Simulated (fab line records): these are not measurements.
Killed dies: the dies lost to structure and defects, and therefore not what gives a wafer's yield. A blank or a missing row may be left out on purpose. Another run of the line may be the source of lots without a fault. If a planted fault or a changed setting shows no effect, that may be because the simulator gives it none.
Struck lot and sound lot, side by side | flow sky130 | 20 out of 708 route steps
Sound: these wafers, L147.3, L147.5, L147.6. Struck: wafers L134.1, L134.2, L134.4. The cause is given at the end.
For every step that has rows: the tool of each side, followed by ch and its chambers, followed by its first start. Under that, the readings that differ: sound wafers | struck wafers | difference of the means | sigmas: that difference in standard deviations of wafers without a fault.
alike: readings with means less than 2 such deviations apart, plus words and numbers identical on both sides. not compared: withheld readings, readings lacking a value on some wafer, bounds such as >300 that could conceal the same value, and numbers that have no deviation in the record and whose values overlap.
A row with sigmas, a row that says differs or no value, or rows on one side alone: a step with any of these is where the two part. Non-overlapping numbers with no deviation appear without sigmas and do not part them. A reading missing from all wafers of one side parts the sides only when that side holds two or more wafers.

SKY_CAP2M_METAL_ETCH_13: etches TiN in Cl2/BCl3, stops on SiO2, target depth 220 nm, time 62.9 s.
  sound on rie-metal-01 ch 0,1, day 45 14:10; struck on rie-metal-02 ch 0,1, day 42 10:56
  alike: drypump-motor-current-A, oes-product-au, rf-fwd-power-W, throttle-valve-pct
  not compared: rf-hours-counter-h
SKY_CAP2M_STRIP_14: strips in O2/N2.
  sound on plasma-asher-02 ch 0,1, day 45 14:14; struck on plasma-asher-04 ch 0,1, day 42 11:01
  alike: drypump-motor-current-A, o2-flow-sccm, oes-product-au, strip-time-to-endpoint-s
  not compared: rf-hours-counter-h
then, 10 steps without rows for these wafers: SKY_CAP2M_STRIP_15 (strips in post etch residue remover, time 1200 s); SKY_CAP2M_CLEAN_16 (cleans in IPA, time 180 s); SKY_CAP2M_CLEAN_17 (cleans in O3/DIW); SKY_METAL4_DEHYDRATE_05 (time 60 s); SKY_METAL4_HMDS_06 (prime time 60 s); SKY_METAL4_COAT_07 (resist thk 60 nm); SKY_METAL4_COAT_08 (resist thk 1140 nm); SKY_METAL4_SOFTBAKE_09 (time 90 s); SKY_METAL4_EXPOSE_10 (exposes mask MM4, target cd 300 nm); SKY_METAL4_PEB_11.
SKY_METAL4_DEVELOP_12: develop time 60 s.
  sound on litho-track-02 ch 0, day 46 11:00; struck on litho-track-04 ch 0, day 43 10:00
SKY_METAL4_CD_MEAS_13 targets a cd of 300 nm.
  sound on cd-sem-02 at day 46 11:28; struck on cd-sem-01 at day 43 10:47
  alike: cd-nm
SKY_METAL4_OVL_MEAS_14:
  sound on overlay-01 at day 46 11:33; struck on overlay-01 at day 43 10:55
  alike: METAL4_OVL
SKY_METAL4_DESCUM_15: chemistry O2, time 8 s.
  sound on rie-metal-03 ch 0,1, day 46 11:35; struck on rie-metal-02 ch 0,1, day 43 10:57
  alike: drypump-motor-current-A, oes-product-au, rf-fwd-power-W
  not compared: rf-hours-counter-h, model.METAL4.cd-nm
SKY_METAL4_ETCH_16: etches BARC in N2/H2, stops on SiO2, time 88.2 s, target depth 60 nm.
  sound on rie-metal-03 ch 0,1, day 46 11:38; struck on rie-metal-02 ch 0,1, day 43 10:59
  alike: drypump-motor-current-A, oes-product-au, rf-fwd-power-W, throttle-valve-pct
  not compared: rf-hours-counter-h
SKY_METAL4_ETCH_17: etches SiO2 in C4F8/O2/Ar, stops on TiN, time 3.9 s, target depth 15 nm.
  sound on rie-diel-02 ch 0,1, day 46 11:42; struck on rie-diel-02 ch 0,2,3, day 43 11:05
  reading                 | sound             | struck            | difference | sigmas
  model.METAL4.cd-nm (nm) | 294.6 295.6 296.9 | 298.1 301.3 299.6 | +4.0       |
  alike: oes-product-au, rf-fwd-power-W
  not compared: rf-hours-counter-h
SKY_METAL4_METAL_ETCH_18: etches the open film in Cl2/BCl3, stops on SiO2, target depth 845 nm, time 183.1 s.
  sound on rie-metal-02 ch 0,1, day 46 11:47; struck on rie-metal-03 ch 0,1, day 43 11:06
  reading               | sound             | struck            | difference | sigmas
  oes-product-au (a.u.) | 0.878 0.877 0.880 | 0.858 0.862 0.863 | -0.017     | -3
  alike: drypump-motor-current-A, rf-fwd-power-W, throttle-valve-pct
  not compared: rf-hours-counter-h
-- the record jumps here: 4 days lie between the struck wafers' starts before and after (it left off in module METAL4 and takes up again in module PAD_OPEN, whose first step shown is number 708 of the route) --
SKY_PAD_OPEN_PROBE_99:
  sound on prober-01 at day 49 22:32; struck on prober-02 at day 47 06:45
  alike: defect-limited-yield, killed_at_M0_to_M3, killed_at_M4_up, killed-at-contacts, killed-at-front-end, killed-at-other, killed-dies, killed-open, killed-short, sort_bin_3_pad_short, sort_bin_5_function, sort_bin_6_memory, sort-n-pass, sort-yield-pct

== WHERE THEY PART ==
Only at SKY_METAL4_METAL_ETCH_18, as far as this record shows. Later steps at which nothing parts them and some readings are alike: SKY_PAD_OPEN_PROBE_99.

WHY: whatever the simulator had introduced
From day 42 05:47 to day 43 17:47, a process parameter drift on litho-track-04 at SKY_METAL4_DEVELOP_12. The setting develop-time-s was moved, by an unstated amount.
